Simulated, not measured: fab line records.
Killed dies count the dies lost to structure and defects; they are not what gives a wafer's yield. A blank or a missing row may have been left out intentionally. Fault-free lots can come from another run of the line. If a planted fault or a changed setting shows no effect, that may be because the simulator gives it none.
fab line records	flow sky130
[record] lots = 24	wafers = 72	last-day = 50
route steps=708 shown LDD_N@253 LI_CONTACT@375 LOCAL_INTERCONNECT@387 CONTACT@423 METAL1@450
lots that met no fault: taken from a fault-free run of the same line
start-h: the number of hours between the record's first day and the start of the first shown wafer of the lot	wait-h: time in hours since the lot's previous step	" the same as in the row above	L1.1+2: one row covering several wafers at once	- no value, or no start was given	* or withheld: withheld	< > ~ a bound
route shown NAME@n: names a module that has steps shown in the file, with the first one's number in the route	usual: mean/standard deviation of fault-free wafers	same: alike in all rows	chamber/n: place in a boat	sites: per-site readings	_std_site: the values' standard deviation	_edge_site: outer sites' mean less inner sites'	radius-mm: how far each site lies from the wafer's centre	mask NAME#n: copy n	behind: the tool/chamber that last shaped the wafer	hold: why the lot was held/for how many hours/how that ended	device: whichever transistor did not switch (one of n, p or np)	end of line: the same wafers' tests at the end of the route	a step with no rows: only its recipe	killed: not the wafer's yield, but the dies lost to structure and defects at the first sort	map: the dies of a wafer, with x for killed, . for not killed, _ for no die there
set.NAME: the setting as run; set.NAME@STEP: as run at that earlier step	model.NAME: the simulator's own value behind a step, which no gauge read
a sample of lots followed through the steps of the route, with each step as a table and each wafer as a row
services: the hour from which a tool's chamber was out of use, counted from the record's first day as start-h (under 0 if before that day), plus the number of hours and why
[[steps]]
[step SKY_LDD_N_STRIP_16]
[recipe] chemistry = O2/N2	power-w = 1400	pressure-mtorr = 1500	platen-temp-c = withheld	o2-flow-sccm = 3000	n2-flow-sccm = 300	overash-fraction = 0.5
[usual] drypump-motor-current-A = 5.4/0.46	n2-flow-sccm = 299.9/0.89	oes-product-au = 0.406/0.0048	strip-time-to-endpoint-s = 4.312/0.017
lot.wafer	tool	chamber	start-h	wait-h	drypump-motor-current-A	n2-flow-sccm	oes-product-au	rf-hours-counter-h	strip-time-to-endpoint-s
L074.1	plasma-asher-02	1	410.50	0.1	5.5	300.5	0.408	74	4.309
L074.2	"	0	"	"	6.1	300.1	0.403	74	4.302
L074.6	"	1	"	"	5.5	299.9	0.402	-	4.330
L075.1	plasma-asher-03	0	412.56	0.1	4.8	298.9	0.400	27	4.285
L075.2	"	1	"	"	5.0	299.8	0.398	27	4.300
L075.6	"	0	"	"	4.8	299.4	0.407	-	4.319
L076.1	plasma-asher-02	1	412.86	0.1	5.5	298.3	0.410	74	4.295
L076.3	"	1	"	"	5.5	299.2	0.402	-	4.320
L076.5	"	1	"	"	5.5	297.8	0.409	-	4.310
L078.1	plasma-asher-02	0	420.65	0.1	6.1	300.8	0.411	75	4.287
L078.3	"	0	"	"	6.1	299.1	0.407	-	4.289
L078.5	"	1	"	"	5.5	299.2	0.403	-	4.302
L077.2	plasma-asher-04	0	423.16	0.1	5.6	300.5	0.400	73	4.324
L077.4	"	1	"	"	5.7	297.9	0.413	-	4.330
L077.5	"	1	"	"	5.7	298.1	0.402	-	4.335
L079.1	plasma-asher-03	1	437.29	0.1	5.0	299.1	0.400	30	4.302
L079.2	"	0	"	"	4.8	301.1	0.412	30	4.294
L079.3	"	0	"	"	4.8	300.2	0.407	-	4.303
L080.1	plasma-asher-04	1	446.09	0.1	5.7	300.6	0.412	75	4.322
L080.4	"	0	"	"	5.6	300.5	0.403	-	4.273
L080.6	"	0	"	"	5.6	299.2	0.411	-	4.296
L081.2	plasma-asher-03	1	458.09	0.1	5.0	300.8	0.407	32	4.304
L081.4	"	0	"	"	4.8	300.2	0.411	-	4.334
L081.5	"	0	"	"	4.8	299.8	0.413	-	4.318
L082.4	plasma-asher-04	1	465.48	0.1	5.7	299.2	0.406	-	4.328
L082.5	"	1	"	"	5.7	300.3	0.418	-	4.323
L082.6	"	0	"	"	5.6	300.8	0.403	-	4.316
L083.2	plasma-asher-03	0	474.06	0.1	4.9	300.0	0.402	34	4.273
L083.3	"	0	"	"	4.8	299.9	0.412	-	4.284
L083.4	"	1	"	"	5.0	299.5	0.402	-	4.282
L084.1	plasma-asher-03	1	482.74	0.1	5.0	299.2	0.400	35	4.328
L084.4	"	1	"	"	5.0	300.1	0.408	-	4.337
L084.6	"	1	"	"	5.0	298.9	0.406	-	4.351
L085.1	plasma-asher-03	1	490.99	0.1	5.0	299.3	0.403	36	4.324
L085.3	"	0	"	"	4.8	301.3	0.411	-	4.347
L085.6	"	0	"	"	4.8	300.6	0.409	-	4.334
L086.1	plasma-asher-03	1	500.55	0.1	5.0	300.4	0.402	36	4.294
L086.2	"	0	"	"	4.9	299.5	0.408	36	4.309
L086.6	"	1	"	"	5.0	301.8	0.410	-	4.288
L087.1	plasma-asher-04	0	508.90	0.1	5.6	299.9	0.401	82	4.312
L087.5	"	0	"	"	5.6	299.4	0.408	-	4.312
L087.6	"	1	"	"	5.7	300.5	0.404	-	4.317
L088.2	plasma-asher-02	1	525.46	0.1	5.5	302.6	0.408	8	4.295
L088.4	"	0	"	"	6.0	299.1	0.412	-	4.302
L088.5	"	0	"	"	6.1	299.0	0.402	-	4.330
L089.2	plasma-asher-03	0	532.74	0.1	4.8	299.4	0.401	40	4.311
L089.3	"	0	"	"	4.8	300.9	0.416	-	4.338
L089.5	"	1	"	"	5.0	298.5	0.411	-	4.338
L090.4	plasma-asher-02	0	542.67	0.1	6.1	299.8	0.406	-	4.317
L090.5	"	0	"	"	6.1	301.3	0.407	-	4.308
L090.6	"	1	"	"	5.5	299.2	0.413	-	4.314
L091.2	plasma-asher-02	0	550.80	0.1	6.1	300.2	0.400	11	4.286
L091.3	"	1	"	"	5.5	300.8	0.406	-	4.287
L091.6	"	1	"	"	5.5	300.2	0.411	-	4.286
L092.1	plasma-asher-03	1	555.30	0.1	5.0	300.2	0.402	42	4.313
L092.2	"	0	"	"	4.8	301.8	0.407	42	4.308
L092.6	"	1	"	"	5.0	301.4	0.404	-	4.319
L093.1	plasma-asher-03	0	566.86	0.1	4.8	299.9	0.405	43	4.341
L093.4	"	0	"	"	4.8	299.1	0.411	-	4.327
L093.5	"	0	"	"	4.8	298.7	0.408	-	4.336
L094.1	plasma-asher-02	0	568.29	0.1	6.1	299.3	0.407	13	4.336
L094.3	"	1	"	"	5.5	297.6	0.399	-	4.332
L094.6	"	1	"	"	5.5	299.7	0.406	-	4.332
L095.1	plasma-asher-02	1	579.04	0.1	5.5	299.8	0.409	14	4.337
L095.5	"	1	"	"	5.5	299.9	0.405	-	4.322
L095.6	"	0	"	"	6.1	299.3	0.398	-	4.314
L096.2	plasma-asher-04	1	590.66	0.1	5.7	302.3	0.405	90	4.304
L096.4	"	1	"	"	5.7	300.8	0.406	-	4.323
L096.6	"	0	"	"	5.6	299.6	0.411	-	4.319
L097.3	plasma-asher-02	0	609.97	0.1	6.1	298.7	0.408	-	4.292
L097.4	"	1	"	"	5.5	299.7	0.402	-	4.304
L097.5	"	1	"	"	5.5	299.3	0.409	-	4.292
[step SKY_LI_CONTACT_OVL_MEAS_13]
[usual] LI_CONTACT_OVL = 0/5
lot.wafer	tool	chamber	start-h	wait-h	LI_CONTACT_OVL[nm]
L074.1	overlay-02	-	681.54	0.1	8
L074.2	"	-	"	"	10
L074.6	"	-	"	"	13
L075.1	overlay-02	-	684.77	0.1	0
L075.2	"	-	"	"	4
L075.6	"	-	"	"	0
L076.1	overlay-01	-	688.99	0.1	-3
L076.3	"	-	"	"	0
L076.5	"	-	"	"	-6
L078.1	overlay-01	-	690.77	0.1	-7
L078.3	"	-	"	"	-3
L078.5	"	-	"	"	0
L077.2	overlay-02	-	703.65	0.1	1
L077.4	"	-	"	"	7
L077.5	"	-	"	"	-1
L079.1	overlay-02	-	707.54	0.1	-5
L079.2	"	-	"	"	-5
L079.3	"	-	"	"	-1
L080.1	overlay-01	-	716.58	0.1	-2
L080.4	"	-	"	"	-1
L080.6	"	-	"	"	-2
L081.2	overlay-02	-	737.13	0.1	-3
L081.4	"	-	"	"	-3
L081.5	"	-	"	"	-4
L082.4	overlay-02	-	738.14	0.1	1
L082.5	"	-	"	"	1
L082.6	"	-	"	"	0
L083.2	overlay-02	-	741.78	0.1	7
L083.3	"	-	"	"	5
L083.4	"	-	"	"	6
L084.1	overlay-01	-	749.22	0.1	-3
L084.4	"	-	"	"	-3
L084.6	"	-	"	"	-1
L085.1	overlay-01	-	757.13	0.1	-2
L085.3	"	-	"	"	-5
L085.6	"	-	"	"	-5
L086.1	overlay-02	-	763.50	0.1	4
L086.2	"	-	"	"	6
L086.6	"	-	"	"	11
L087.1	overlay-02	-	773.47	0.1	6
L087.5	"	-	"	"	10
L087.6	"	-	"	"	7
L088.2	overlay-02	-	785.29	0.1	-4
L088.4	"	-	"	"	-5
L088.5	"	-	"	"	0
L089.2	overlay-01	-	791.25	0.1	10
L089.3	"	-	"	"	11
L089.5	"	-	"	"	6
L090.4	overlay-02	-	799.94	0.1	3
L090.5	"	-	"	"	4
L090.6	"	-	"	"	3
L091.2	overlay-01	-	810.29	0.1	8
L091.3	"	-	"	"	3
L091.6	"	-	"	"	6
L092.1	overlay-02	-	811.62	0.1	-3
L092.2	"	-	"	"	-1
L092.6	"	-	"	"	0
L093.1	overlay-02	-	821.22	0.1	-2
L093.4	"	-	"	"	0
L093.5	"	-	"	"	4
L094.1	overlay-01	-	824.37	0.1	4
L094.3	"	-	"	"	1
L094.6	"	-	"	"	2
L095.1	overlay-02	-	834.98	0.1	3
L095.5	"	-	"	"	-1
L095.6	"	-	"	"	1
L096.2	overlay-02	-	841.89	0.1	-4
L096.4	"	-	"	"	-9
L096.6	"	-	"	"	-4
L097.3	overlay-02	-	858.29	0.1	-2
L097.4	"	-	"	"	-5
L097.5	"	-	"	"	-3
[step SKY_LI_CONTACT_ETCH_14]
[recipe] chemistry = N2/H2	target = BARC	ion-energy-ev = 200	source-w = 500	bias-w = 100	pressure-mtorr = 30	n2-flow-sccm = 100	h2-flow-sccm = 200	stop-on = SiO2	time-s = 45.9	target-depth-a = 600
[usual] bias-w = 100.04/0.3	drypump-motor-current-A = 5.8/0.45	h2-flow-sccm = 199.9/0.65	n2-flow-sccm = 100.00/0.27	oes-product-au = 0.854/0.005	throttle-valve-pct = 13.226/0.0092
lot.wafer	tool	chamber	start-h	wait-h	bias-w	drypump-motor-current-A	h2-flow-sccm	n2-flow-sccm	oes-product-au	rf-hours-counter-h	throttle-valve-pct
L074.1	rie-diel-03	3	681.58	0.0	100.20	5.6	200.1	100.07	0.854	1	13.229
L074.2	"	1	"	"	100.37	6.0	199.5	100.33	0.855	31	13.214
L074.6	"	2	"	"	99.77	5.4	200.3	99.83	0.842	-	13.228
L075.1	rie-diel-01	1	684.81	0.0	99.99	5.7	200.1	100.17	0.858	13	13.231
L075.2	"	3	"	"	100.11	6.0	200.7	100.00	0.856	18	13.223
L075.6	"	2	"	"	99.76	6.1	200.3	99.84	0.852	-	13.222
L076.1	rie-diel-03	1	689.03	0.0	99.75	6.0	200.3	100.25	0.855	31	13.232
L076.3	"	3	"	"	100.02	5.6	199.5	99.65	0.852	1	13.231
L076.5	"	0	"	"	100.19	5.9	199.4	99.90	0.850	-	13.225
L078.1	rie-diel-03	0	690.81	0.0	100.21	5.9	200.0	100.19	0.852	5	13.222
L078.3	"	3	"	"	100.51	5.6	200.4	99.91	0.857	1	13.227
L078.5	"	1	"	"	100.09	6.0	199.9	100.14	0.850	-	13.228
L077.2	rie-diel-04	2	703.68	0.0	100.13	6.4	199.1	100.10	0.854	9	13.197
L077.4	"	1	"	"	100.14	4.9	200.2	99.66	0.859	19	13.210
L077.5	"	2	"	"	99.75	6.4	199.5	100.32	0.852	-	13.232
L079.1	rie-diel-03	1	707.58	0.0	100.45	6.0	200.5	99.19	0.858	32	13.233
L079.2	"	2	"	"	100.21	5.4	199.7	99.64	0.855	15	13.213
L079.3	"	0	"	"	100.41	5.9	200.4	100.06	0.853	5	13.235
L080.1	rie-diel-01	2	716.62	0.0	100.10	6.1	201.2	100.16	0.852	14	13.230
L080.4	"	0	"	"	99.97	6.2	200.8	99.93	0.855	11	13.231
L080.6	"	1	"	"	100.03	5.7	199.9	100.40	0.855	-	13.249
L081.2	rie-diel-03	0	737.16	0.0	100.15	5.9	201.8	99.97	0.861	6	13.231
L081.4	"	3	"	"	100.21	5.6	200.4	100.14	0.858	3	13.232
L081.5	"	1	"	"	100.33	6.0	199.6	100.03	0.850	-	13.222
L082.4	rie-diel-01	0	738.16	0.0	100.02	6.2	199.8	99.93	0.850	12	13.217
L082.5	"	1	"	"	100.45	5.7	199.8	99.94	0.861	-	13.218
L082.6	"	2	"	"	100.20	6.1	200.1	99.90	0.856	-	13.206
L083.2	rie-diel-01	1	741.81	0.0	100.34	5.7	199.6	100.10	0.846	15	13.214
L083.3	"	3	"	"	100.16	6.0	200.0	100.04	0.855	19	13.219
L083.4	"	0	"	"	99.94	6.2	200.2	100.45	0.859	12	13.223
L084.1	rie-diel-01	1	749.26	0.0	100.54	5.7	201.8	100.05	0.848	15	13.220
L084.4	"	3	"	"	99.58	6.0	199.0	100.22	0.846	19	13.219
L084.6	"	3	"	"	100.14	6.0	199.0	100.50	0.860	-	13.226
L085.1	rie-diel-03	3	757.17	0.0	99.70	5.6	199.6	100.15	0.853	4	13.218
L085.3	"	2	"	"	100.07	5.4	200.5	99.59	0.846	16	13.210
L085.6	"	3	"	"	99.48	5.6	199.8	99.58	0.846	-	13.224
L086.1	rie-diel-04	3	763.54	0.0	100.44	5.0	200.1	99.63	0.853	8	13.228
L086.2	"	2	"	"	99.95	6.5	199.1	100.48	0.841	10	13.222
L086.6	"	1	"	"	99.62	4.9	200.4	100.21	0.847	-	13.240
L087.1	rie-diel-04	3	773.51	0.0	100.34	5.0	198.9	100.74	0.853	8	13.230
L087.5	"	1	"	"	99.91	4.9	199.8	99.72	0.860	-	13.236
L087.6	"	2	"	"	99.96	6.5	199.7	100.06	0.856	-	13.228
L088.2	rie-diel-04	1	785.32	0.0	100.23	4.9	200.6	99.71	0.849	21	13.221
L088.4	"	0	"	"	100.02	6.4	199.2	100.04	0.855	2	13.244
L088.5	"	0	"	"	100.43	6.4	199.3	100.10	0.852	-	13.224
L089.2	rie-diel-01	0	791.28	0.0	99.90	6.2	200.0	99.47	0.856	13	13.217
L089.3	"	1	"	"	99.65	5.7	199.9	99.58	0.855	16	13.228
L089.5	"	1	"	"	99.78	5.7	199.8	99.73	0.861	-	13.229
L090.4	rie-diel-01	2	799.96	0.0	99.88	6.1	199.8	99.37	0.850	16	13.234
L090.5	"	0	"	"	100.18	6.2	200.5	99.64	0.847	-	13.228
L090.6	"	1	"	"	100.34	5.7	200.5	99.90	0.855	-	13.237
L091.2	rie-diel-03	1	810.32	0.0	100.03	6.0	200.1	100.65	0.852	34	13.235
L091.3	"	3	"	"	100.08	5.6	198.8	100.10	0.849	5	13.238
L091.6	"	1	"	"	99.97	6.0	199.5	100.31	0.846	-	13.212
L092.1	rie-diel-04	1	811.66	0.0	100.15	4.9	199.4	100.20	0.858	22	13.202
L092.2	"	2	"	"	100.02	6.4	200.0	99.44	0.859	12	13.222
L092.6	"	3	"	"	100.00	5.0	200.2	99.67	0.860	-	13.220
L093.1	rie-diel-04	0	821.26	0.0	99.55	6.4	200.1	99.57	0.858	2	13.215
L093.4	"	3	"	"	99.78	5.0	199.3	99.83	0.864	9	13.219
L093.5	"	0	"	"	100.26	6.3	199.9	99.43	0.855	-	13.225
L094.1	rie-diel-04	1	824.41	0.0	99.86	4.9	200.4	100.07	0.856	22	13.219
L094.3	"	3	"	"	99.38	5.0	200.3	100.06	0.857	9	13.218
L094.6	"	0	"	"	99.55	6.3	199.5	99.74	0.854	-	13.230
L095.1	rie-diel-03	0	835.02	0.0	99.80	5.9	199.4	100.25	0.855	9	13.205
L095.5	"	3	"	"	100.09	5.6	199.8	100.10	0.857	-	13.218
L095.6	"	2	"	"	100.21	5.4	199.8	100.30	0.857	-	13.236
L096.2	rie-diel-01	3	841.92	0.0	100.12	6.0	198.8	100.19	0.855	22	13.234
L096.4	"	2	"	"	99.85	6.1	199.8	99.63	0.852	17	13.227
L096.6	"	3	"	"	99.81	6.0	199.4	100.09	0.856	-	13.231
L097.3	rie-diel-03	1	858.31	0.0	100.46	6.0	199.6	99.70	0.849	1	13.222
L097.4	"	0	"	"	100.21	5.9	199.5	99.60	0.850	9	13.229
L097.5	"	2	"	"	100.07	5.4	200.8	99.58	0.861	-	13.226
[step SKY_LOCAL_INTERCONNECT_SPUTTER_00]
[recipe] material = TiN	target-thk-nm = 100	temp-c = 300	power-w = 6500	time-s = 83.3	chamber-pressure-pa = 0.4
[usual] substrate-temp-c = 300.00/0.18	throttle-valve-pct = 30.4/1.4
lot.wafer	tool	chamber	start-h	wait-h	substrate-temp-c	throttle-valve-pct
L074.1	pvd-sputter-02	-	682.74	0.2	299.81	29.3
L074.2	"	-	"	"	300.06	30.5
L074.6	"	-	"	"	300.06	28.8
L075.1	pvd-sputter-01	-	685.98	0.1	300.04	32.3
L075.2	"	-	"	"	300.07	29.4
L075.6	"	-	"	"	299.95	32.8
L076.1	pvd-sputter-02	-	690.19	0.1	300.00	30.3
L076.3	"	-	"	"	300.09	29.6
L076.5	"	-	"	"	299.88	32.2
L078.1	pvd-sputter-01	-	691.98	0.2	300.22	32.9
L078.3	"	-	"	"	300.01	29.7
L078.5	"	-	"	"	299.96	29.1
L077.2	pvd-sputter-01	-	704.84	0.2	299.84	29.9
L077.4	"	-	"	"	299.84	29.2
L077.5	"	-	"	"	300.17	32.3
L079.1	pvd-sputter-01	-	708.76	0.1	299.91	32.7
L079.2	"	-	"	"	299.92	32.5
L079.3	"	-	"	"	300.27	29.6
L080.1	pvd-sputter-01	-	717.78	0.1	299.83	32.1
L080.4	"	-	"	"	299.65	29.8
L080.6	"	-	"	"	299.90	29.4
L081.2	pvd-sputter-01	-	738.50	0.1	299.79	32.7
L081.4	"	-	"	"	299.85	29.6
L081.5	"	-	"	"	300.19	29.5
L082.4	pvd-sputter-02	-	739.33	0.2	299.81	29.5
L082.5	"	-	"	"	300.14	29.6
L082.6	"	-	"	"	300.04	28.6
L083.2	pvd-sputter-01	-	742.98	0.2	299.94	29.4
L083.3	"	-	"	"	299.94	29.7
L083.4	"	-	"	"	300.07	32.7
L084.1	pvd-sputter-04	-	750.43	0.2	300.14	29.3
L084.4	"	-	"	"	300.33	29.3
L084.6	"	-	"	"	299.92	29.1
L085.1	pvd-sputter-04	-	758.33	0.2	299.77	31.2
L085.3	"	-	"	"	300.29	29.2
L085.6	"	-	"	"	300.00	29.0
L086.1	pvd-sputter-02	-	764.70	0.2	299.72	30.2
L086.2	"	-	"	"	300.16	29.2
L086.6	"	-	"	"	300.13	28.6
L087.1	pvd-sputter-04	-	774.68	0.2	300.35	31.3
L087.5	"	-	"	"	299.97	29.3
L087.6	"	-	"	"	300.02	30.7
L088.2	pvd-sputter-01	-	786.48	0.2	300.05	29.5
L088.4	"	-	"	"	300.00	32.7
L088.5	"	-	"	"	300.13	29.6
L089.2	pvd-sputter-01	-	792.45	0.1	300.54	29.5
L089.3	"	-	"	"	299.83	33.1
L089.5	"	-	"	"	299.83	29.6
L090.4	pvd-sputter-02	-	801.13	0.1	299.96	29.4
L090.5	"	-	"	"	299.89	29.7
L090.6	"	-	"	"	299.75	29.9
L091.2	pvd-sputter-04	-	811.48	0.1	300.14	31.4
L091.3	"	-	"	"	299.90	29.1
L091.6	"	-	"	"	300.09	29.4
L092.1	pvd-sputter-02	-	812.83	0.1	300.19	29.7
L092.2	"	-	"	"	299.82	28.4
L092.6	"	-	"	"	300.10	29.7
L093.1	pvd-sputter-02	-	822.43	0.2	300.20	29.5
L093.4	"	-	"	"	299.81	29.9
L093.5	"	-	"	"	300.11	28.2
L094.1	pvd-sputter-04	-	825.58	0.1	300.05	30.3
L094.3	"	-	"	"	299.96	29.0
L094.6	"	-	"	"	300.31	29.0
L095.1	pvd-sputter-01	-	836.20	0.1	300.23	30.1
L095.5	"	-	"	"	300.05	29.6
L095.6	"	-	"	"	300.07	29.3
L096.2	pvd-sputter-02	-	843.10	0.1	299.93	29.3
L096.4	"	-	"	"	300.27	28.6
L096.6	"	-	"	"	300.04	31.9
L097.3	pvd-sputter-04	-	859.49	0.1	300.21	31.3
L097.4	"	-	"	"	300.14	30.7
L097.5	"	-	"	"	299.95	31.0
[step SKY_CONTACT_ETCH_17]
[recipe] target = SiO2	chemistry = C4F8/O2/Ar	stop-on = Si3N4	mask-material = KrF-thick	source-w = 1500	bias-w = 1200	pressure-mtorr = 40	c4f8-flow-sccm = withheld	O2_flow_sccm = 6	Ar_flow_sccm = 300	time-s = withheld	target-depth-a = 3400
[usual] bias-w = 1200/3.5	oes-product-au = 0.891/0.0047
lot.wafer	tool	chamber	start-h	wait-h	bias-w	oes-product-au
L074.1	rie-diel-03	2	739.12	0.0	1200	0.890
L074.2	"	1	"	"	1201	0.898
L074.6	"	3	"	"	1197	0.889
L075.1	rie-diel-01	3	743.46	0.0	1201	0.882
L075.2	"	0	"	"	1203	0.895
L075.6	"	1	"	"	1201	0.886
L076.1	rie-diel-01	1	746.22	0.0	1204	0.898
L076.3	"	0	"	"	1205	0.889
L076.5	"	2	"	"	1206	0.889
L078.1	rie-diel-02	2	748.77	0.0	1197	0.897
L078.3	"	3	"	"	1199	0.890
L078.5	"	1	"	"	1207	0.890
L077.2	rie-diel-02	3	761.27	0.0	1201	0.894
L077.4	"	2	"	"	1191	0.888
L077.5	"	2	"	"	1198	0.883
L079.1	rie-diel-03	2	765.07	0.0	1203	0.898
L079.2	"	3	"	"	1196	0.888
L079.3	"	1	"	"	1195	0.888
L080.1	rie-diel-01	2	773.82	0.0	1200	0.895
L080.4	"	1	"	"	1198	0.889
L080.6	"	0	"	"	1197	0.891
L081.2	rie-diel-01	2	794.27	0.0	1200	0.897
L081.4	"	0	"	"	1195	0.888
L081.5	"	0	"	"	1198	0.892
L082.4	rie-diel-03	0	794.62	0.0	1199	0.894
L082.5	"	1	"	"	1194	0.897
L082.6	"	2	"	"	1200	0.891
L083.2	rie-diel-03	3	798.76	0.0	1201	0.896
L083.3	"	0	"	"	1200	0.895
L083.4	"	2	"	"	1198	0.892
L084.1	rie-diel-01	2	805.26	0.0	1198	0.888
L084.4	"	3	"	"	1206	0.890
L084.6	"	0	"	"	1202	0.894
L085.1	rie-diel-03	0	812.61	0.0	1199	0.890
L085.3	"	1	"	"	1198	0.892
L085.6	"	2	"	"	1204	0.893
L086.1	rie-diel-02	1	818.92	0.0	1206	0.895
L086.2	"	0	"	"	1202	0.890
L086.6	"	0	"	"	1199	0.883
L087.1	rie-diel-01	0	829.26	0.0	1199	0.882
L087.5	"	2	"	"	1203	0.892
L087.6	"	1	"	"	1204	0.887
L088.2	rie-diel-03	3	840.47	0.0	1201	0.886
L088.4	"	1	"	"	1201	0.892
L088.5	"	3	"	"	1200	0.888
L089.2	rie-diel-02	3	845.31	0.0	1196	0.895
L089.3	"	2	"	"	1206	0.882
L089.5	"	1	"	"	1202	0.895
L090.4	rie-diel-03	3	854.92	0.0	1198	0.900
L090.5	"	3	"	"	1203	0.893
L090.6	"	0	"	"	1197	0.902
L091.2	rie-diel-02	1	865.17	0.0	1201	0.900
L091.3	"	0	"	"	1199	0.887
L091.6	"	2	"	"	1204	0.893
L092.1	rie-diel-02	0	866.17	0.0	1198	0.886
L092.2	"	2	"	"	1201	0.894
L092.6	"	1	"	"	1196	0.889
L093.1	rie-diel-02	1	875.06	0.0	1203	0.895
L093.4	"	2	"	"	1197	0.885
L093.5	"	2	"	"	1198	0.891
L094.1	rie-diel-02	2	878.57	0.0	1200	0.897
L094.3	"	1	"	"	1205	0.895
L094.6	"	2	"	"	1200	0.896
L095.1	rie-diel-02	0	889.57	0.0	1195	0.889
L095.5	"	1	"	"	1199	0.897
L095.6	"	0	"	"	1198	0.889
L096.2	rie-diel-02	0	896.71	0.0	1199	0.897
L096.4	"	3	"	"	1201	0.885
L096.6	"	3	"	"	1198	0.893
L097.3	rie-diel-01	2	911.81	0.0	1203	0.887
L097.4	"	3	"	"	1203	0.893
L097.5	"	2	"	"	1199	0.890
[step SKY_METAL1_OVL_MEAS_16]
[usual] METAL1_OVL = -5/5.3
lot.wafer	tool	chamber	start-h	wait-h	METAL1_OVL[nm]
L074.1	overlay-02	-	767.02	0.1	-3
L074.2	"	-	"	"	-2
L074.6	"	-	"	"	2
L075.1	overlay-01	-	771.67	0.1	-5
L075.2	"	-	"	"	-6
L075.6	"	-	"	"	-4
L076.1	overlay-01	-	775.37	0.1	-15
L076.3	"	-	"	"	-17
L076.5	"	-	"	"	-7
L078.1	overlay-01	-	777.02	0.1	-10
L078.3	"	-	"	"	-4
L078.5	"	-	"	"	-5
L077.2	overlay-01	-	789.13	0.1	5
L077.4	"	-	"	"	2
L077.5	"	-	"	"	3
L079.1	overlay-01	-	793.27	0.1	1
L079.2	"	-	"	"	0
L079.3	"	-	"	"	6
L080.1	overlay-01	-	801.94	0.1	-3
L080.4	"	-	"	"	0
L080.6	"	-	"	"	1
L081.2	overlay-02	-	822.04	0.1	-2
L081.4	"	-	"	"	-6
L081.5	"	-	"	"	-2
L082.4	overlay-01	-	822.11	0.1	6
L082.5	"	-	"	"	-1
L082.6	"	-	"	"	5
L083.2	overlay-02	-	826.34	0.1	-5
L083.3	"	-	"	"	-8
L083.4	"	-	"	"	-9
L084.1	overlay-02	-	833.03	0.1	-14
L084.4	"	-	"	"	-9
L084.6	"	-	"	"	-18
L085.1	overlay-02	-	840.27	0.1	-3
L085.3	"	-	"	"	-9
L085.6	"	-	"	"	-6
L086.1	overlay-01	-	846.24	0.1	-8
L086.2	"	-	"	"	-10
L086.6	"	-	"	"	-8
L087.1	overlay-02	-	857.16	0.1	-2
L087.5	"	-	"	"	-5
L087.6	"	-	"	"	-3
L088.2	overlay-01	-	867.88	0.1	-7
L088.4	"	-	"	"	-4
L088.5	"	-	"	"	-11
L089.2	overlay-01	-	872.53	0.1	-3
L089.3	"	-	"	"	-1
L089.5	"	-	"	"	-4
L090.4	overlay-01	-	882.50	0.1	-7
L090.5	"	-	"	"	-3
L090.6	"	-	"	"	-5
L091.2	overlay-02	-	892.69	0.1	-11
L091.3	"	-	"	"	-15
L091.6	"	-	"	"	-9
L092.1	overlay-02	-	893.58	0.1	-5
L092.2	"	-	"	"	-2
L092.6	"	-	"	"	-6
L093.1	overlay-01	-	902.33	0.1	2
L093.4	"	-	"	"	-6
L093.5	"	-	"	"	-5
L094.1	overlay-02	-	905.93	0.1	-3
L094.3	"	-	"	"	-9
L094.6	"	-	"	"	-6
L095.1	overlay-02	-	916.13	0.1	-8
L095.5	"	-	"	"	-16
L095.6	"	-	"	"	-13
L096.2	overlay-02	-	922.64	0.1	-2
L096.4	"	-	"	"	-5
L096.6	"	-	"	"	-7
L097.3	overlay-02	-	937.75	0.1	-13
L097.4	"	-	"	"	-7
L097.5	"	-	"	"	-9
[[services]]
tool	chamber	start-h	hours	kind
rie-diel-03	0	467.12	6.4	repair
rie-diel-01	0	474.56	3.8	repair
rie-diel-03	-	536.04	0.6	repair
rie-diel-01	2	541.35	130.5	repair
rie-diel-03	3	547.73	13.9	repair
rie-diel-01	1	573.41	9.7	repair
rie-diel-03	3	581.71	7.3	repair
rie-diel-01	0	581.74	1.5	repair
rie-diel-01	3	594.80	7.5	repair
rie-diel-01	-	607.01	15.6	pm
rie-diel-01	3	636.63	4.0	repair
rie-diel-03	3	664.08	6.6	repair
rie-diel-01	1	670.89	1.5	repair
rie-diel-03	2	693.60	7.3	repair
rie-diel-03	1	695.95	6.3	repair
rie-diel-03	0	696.57	7.2	repair
rie-diel-01	3	725.52	11.8	repair
rie-diel-03	1	740.47	22.8	repair
rie-diel-01	-	750.27	14.6	pm
rie-diel-03	-	760.45	2.8	pm
rie-diel-03	-	767.54	14.6	pm
rie-diel-01	0	784.20	4.1	repair
rie-diel-01	2	835.32	6.4	repair
rie-diel-03	2	910.91	4.1	repair
[[key]]
fault none
